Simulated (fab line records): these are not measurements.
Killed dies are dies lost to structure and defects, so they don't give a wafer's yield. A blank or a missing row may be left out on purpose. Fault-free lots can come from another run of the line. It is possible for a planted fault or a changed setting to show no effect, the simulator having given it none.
The same fault as seen by 2 desks    flow gf180mcu    each desk has only its own numbers; what lay behind them comes last

== THE TOOL OWNER'S DESK: pecvd-03 ==
The tool's own readings at GF_V3_CVD_02 (deposits SiO2 from TEOS, target thk 850 nm, time 94.851 s): means of the sampled wafers that have a number, for each lot that ran on this tool. Any lot whose mean is over 4 standard deviations away from the usual mean is out of limits and marked OUT; that distance is given in the brackets.
Columns: A = heaterPowerW at GF_V3_CVD_02, usual 656 W
lot   first seen here  A
L995  day 22 20:47     634
L996  day 23 04:52     633
L999  day 24 16:55     642
L103  day 25 21:58     656
Finding of this desk: none of the 4 lots has anything out of limits.

== AT THE METROLOGY DESK ==
What the gauges read, lot by lot, whatever tool the lot ran on: means of the sampled wafers that have a number. Any lot whose mean is over 4 standard deviations away from the usual mean is out of limits and marked OUT; that distance is given in the brackets.
Columns: A = V2_W_RS at GF_V2_RS_MEAS_24, usual 0.330 ohm/sq; B = V3_CVD_02_THK at GF_V3_THK_MEAS_03, usual 846 nm; C = cdNm at GF_V3_CD_MEAS_14, usual 259.7 nm
lot   first seen here  A      B               C
L991  day 20 02:49     0.327  845             261.2
L992  day 20 08:29     0.331  842             257.8
L993  day 21 01:06     0.331  843             259.4
L995  day 21 19:36     0.326  834             257.9
L996  day 22 04:23     0.329  854             258.9
L999  day 23 17:19     0.332  850             260.0
L103  day 24 22:52     0.334  793 (-4.4) OUT  260.4
L107  day 26 00:56     0.330  820             259.3
L108  day 26 05:35     0.327  847             259.5
L111  day 27 04:58     0.332  852             260.4
L112  day 27 13:37     0.330  835             259.6
L114  day 28 02:05     0.333  842             260.0
This desk finds L103 out of limits, with the earliest case on L103 at day 25 22:03 (V3_CVD_02_THK at GF_V3_THK_MEAS_03). Within limits: L991, L992, L993, L995, L996, L999, L107, L108, L111, L112, L114.

== ALL TOGETHER ==
L103 would have let the metrology desk raise an alarm at day 25 22:03.
Nothing out of limits was seen by the tool owner's desk.
Tool owner's desk: L103 on record, inside its limits.
All the named lots went through GF_V3_CVD_02 on pecvd-03.

== WHAT WAS PUT IN BY THE SIMULATOR ==
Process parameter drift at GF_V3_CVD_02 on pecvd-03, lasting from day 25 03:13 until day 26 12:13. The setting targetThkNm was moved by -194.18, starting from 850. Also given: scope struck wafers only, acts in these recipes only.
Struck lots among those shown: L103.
Delay in hours, fault start to first out-of-limits reading, per desk: metrology desk 19.
